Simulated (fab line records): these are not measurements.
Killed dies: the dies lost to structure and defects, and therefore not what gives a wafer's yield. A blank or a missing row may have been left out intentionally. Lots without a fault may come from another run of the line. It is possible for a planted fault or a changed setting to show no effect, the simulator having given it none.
Chamber matching	flow gf180mcu	cmp-01 running GF_V1_CMP_04: 4 sister chambers
The step polishes SiO2. 14 wafers are shown with their chamber, then 7 later ones without.

== EACH WAFER AND ITS CHAMBER ==
wafer	chamber	motor-current-A (A)	retaining-ring-pressure-frac	time-to-endpoint-s (s)
L594.1	0	9.8	1.003	78
L594.4	3	10.8	1.004	78
L594.5	0	9.6	1.001	78
L595.4	0	9.7	1.004	83
L595.5	3	10.1	1.006	87
L595.6	2	11.0	1.002	78
L596.3	3	10.9	1.011	74
L596.4	2	10.7	1.001	76
L596.5	3	10.9	1.013	77
L597.2	1	11.8	0.998	79
L597.4	0	9.7	0.994	74
L597.6	2	11.1	0.990	75
L598.3	0	9.4	1.004	76
L598.4	3	10.5	1.000	83

SIGNATURES (means of the wafers above)
reading	chamber 0	chamber 1	chamber 2	chamber 3	scatter within a chamber
motor-current-A	9.640	11.800	10.933	10.640	0.255
retaining-ring-pressure-frac	1.00120	0.99800	0.99767	1.00680	0.0052
time-to-endpoint-s	77.80	79.00	76.33	79.80	3.95
Rule: a wafer's distance from a chamber is the root of the sum, over the readings, of the square of ((its reading less the chamber's mean) divided by the reading's scatter). If the next closest chamber is less than 2 further off than the closest, the wafer can't be placed; otherwise it belongs to the closest. How the scatter is found: for the shown wafers, subtract from each reading the mean of its chamber, square and add these, divide the total by (wafers less chambers), then take the root.

== WAFERS WHOSE CHAMBER IS MISSING ==
wafer	motor-current-A (A)	retaining-ring-pressure-frac	time-to-endpoint-s (s)
L598.6	10.1	1.006	77
L603.4	9.4	1.000	78
L603.5	10.9	1.005	82
L603.6	9.9	1.000	85
L614.1	10.8	1.004	82
L614.2	12.7	1.001	83
L614.5	10.6	1.006	86

== WHICH CHAMBER EACH WENT THROUGH ==
wafer	from the rows above	in truth
L598.6	can't be placed: 0 or 3 or 2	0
L603.4	0	0
L603.5	can't be placed: 3 or 2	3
L603.6	can't be placed: 0 or 3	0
L614.1	can't be placed: 3 or 2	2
L614.2	1	1
L614.5	can't be placed: 3 or 2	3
2 of 7 placed correctly. Unplaceable from these rows: 5, with the true chamber sitting among the candidates in 5. 0 placed wrongly.
